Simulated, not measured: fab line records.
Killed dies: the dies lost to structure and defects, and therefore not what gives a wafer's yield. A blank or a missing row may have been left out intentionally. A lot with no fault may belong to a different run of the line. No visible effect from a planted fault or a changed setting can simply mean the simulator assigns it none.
One fault seen from 2 desks | flow gf180mcu | numbers are kept per desk, each desk with only its own; the story behind them comes last

## AT THE TOOL OWNER'S DESK: hdpcvd-01
The tool's own readings at GF_CONTACT_CVD_00 (deposits SiO2, target thk 300 nm, time 50 s): means of the sampled wafers that have a number, for each lot that ran on this tool. If a lot's mean is further than 4 standard deviations from the usual mean, the lot is out of limits and carries the mark OUT (the distance appears in the brackets).
Columns: A = sih4_flow_sccm at GF_CONTACT_CVD_00, usual 59.98 sccm
lot  | first seen here | A
L514 | day 16 02:53    | 60.09
L515 | day 16 05:48    | 49.86 (-56) OUT
L517 | day 16 23:26    | 49.93 (-56) OUT
L516 | day 17 03:16    | 50.09 (-55) OUT
L528 | day 21 00:59    | 60.14
L530 | day 21 20:43    | 60.24
L532 | day 22 16:05    | 60.13
This desk's verdict: out of limits on L515, L516, L517, starting with L515 at day 16 05:48 (sih4_flow_sccm at GF_CONTACT_CVD_00). L514, L528, L530, L532: within limits.

## METROLOGY DESK
What the gauges read for every lot (on any tool): the sampled wafers with a number, averaged. If a lot's mean is further than 4 standard deviations from the usual mean, the lot is out of limits and carries the mark OUT (the distance appears in the brackets).
Columns: A = CONTACT_CVD_00_THK at GF_CONTACT_THK_MEAS_01, usual 298 nm
lot  | first seen here | A
L512 | day 15 09:48    | 294
L514 | day 16 02:57    | 295
L515 | day 16 05:50    | 248 (-13) OUT
L517 | day 16 23:29    | 248 (-13) OUT
L516 | day 17 03:19    | 246 (-14) OUT
L525 | day 20 06:00    | 297
L528 | day 21 01:03    | 297
L529 | day 21 12:10    | 298
L530 | day 21 20:46    | 293
L531 | day 22 02:58    | 298
L532 | day 22 16:08    | 300
L533 | day 22 16:28    | 299
L534 | day 23 03:26    | 300
This desk's finding: out of limits on L515, L516, L517; first on L515, day 16 05:50 (CONTACT_CVD_00_THK at GF_CONTACT_THK_MEAS_01). L512, L514, L525, L528, L529, L530, L531, L532, L533, L534: within limits.

## PUT TOGETHER
On L515, L516, L517, at day 16 05:48, an alarm was possible from the tool owner's desk.
Metrology desk: alarm possible at day 16 05:50 on L515, L516, L517.
Every lot named ran GF_CONTACT_CVD_00 on hdpcvd-01.

## WHAT HAD BEEN PUT IN BY THE SIMULATOR
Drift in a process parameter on hdpcvd-01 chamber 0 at GF_CONTACT_CVD_00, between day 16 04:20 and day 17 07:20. The setting sih4_flow_sccm was moved by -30, starting from 60. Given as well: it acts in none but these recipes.
Lots struck among those shown: L515, L516, L517.
Delay (hours) between the fault's onset and each desk's first out-of-limits reading: 1 at the tool owner's desk, 2 at the metrology desk.
